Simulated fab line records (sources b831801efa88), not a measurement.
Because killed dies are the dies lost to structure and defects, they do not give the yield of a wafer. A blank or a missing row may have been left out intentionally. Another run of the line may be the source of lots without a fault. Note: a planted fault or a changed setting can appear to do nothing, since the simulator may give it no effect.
Chamber matching + flow sky130 + SKY_CONTACT_CMP_04 on cmp-02: 4 sister chambers
The step polishes SiO2. 4 wafers are shown with their chamber, then 8 later ones without.

## WAFERS, EACH WITH ITS CHAMBER
| wafer  | chamber | motorCurrentA (A) |
|--------|---------|-------------------|
| L599.6 | 0       | 13.2              |
| L603.6 | 2       | 10.9              |
| L604.1 | 3       | 10.6              |
| L604.2 | 1       | 11.5              |

## WAFERS MISSING THEIR CHAMBER
| wafer  | motorCurrentA (A) |
|--------|-------------------|
| L604.4 | 13.0              |
| L605.4 | 11.7              |
| L605.5 | 11.0              |
| L605.6 | 12.0              |
| L612.3 | 13.0              |
| L621.1 | 12.9              |
| L621.3 | 11.6              |
| L621.4 | 11.2              |

## EACH ONE'S CHAMBER
| wafer  | from the rows above          | in truth                   |
|--------|------------------------------|----------------------------|
| L604.4 | 0                            | 0                          |
| L605.4 | 1                            | 1                          |
| L605.5 | can't be placed: 2 or 3 or 1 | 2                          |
| L605.6 | 1                            | 1                          |
| L612.3 | 0                            | 0                          |
| L621.1 | 0                            | 0                          |
| L621.3 | 1                            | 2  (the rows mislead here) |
| L621.4 | can't be placed: 2 or 1 or 3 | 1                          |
Correctly placed: 5 of 8. From these rows, 2 cannot be placed; in 2 the true chamber is one of the candidates. 1 placed wrongly.
How it was worked out, from the rows above alone: a wafer's distance from a chamber is the root of the sum, over the readings, of the square of ((its reading less the chamber's mean) divided by the reading's scatter). If the next closest chamber is less than 2 further off than the closest, the wafer can't be placed; otherwise it belongs to the closest. A chamber's mean is the mean of its shown wafers. The scatter (one wafer shown for each chamber): square how far every hidden wafer sits from the nearest shown wafer, average those squares and take the square root.
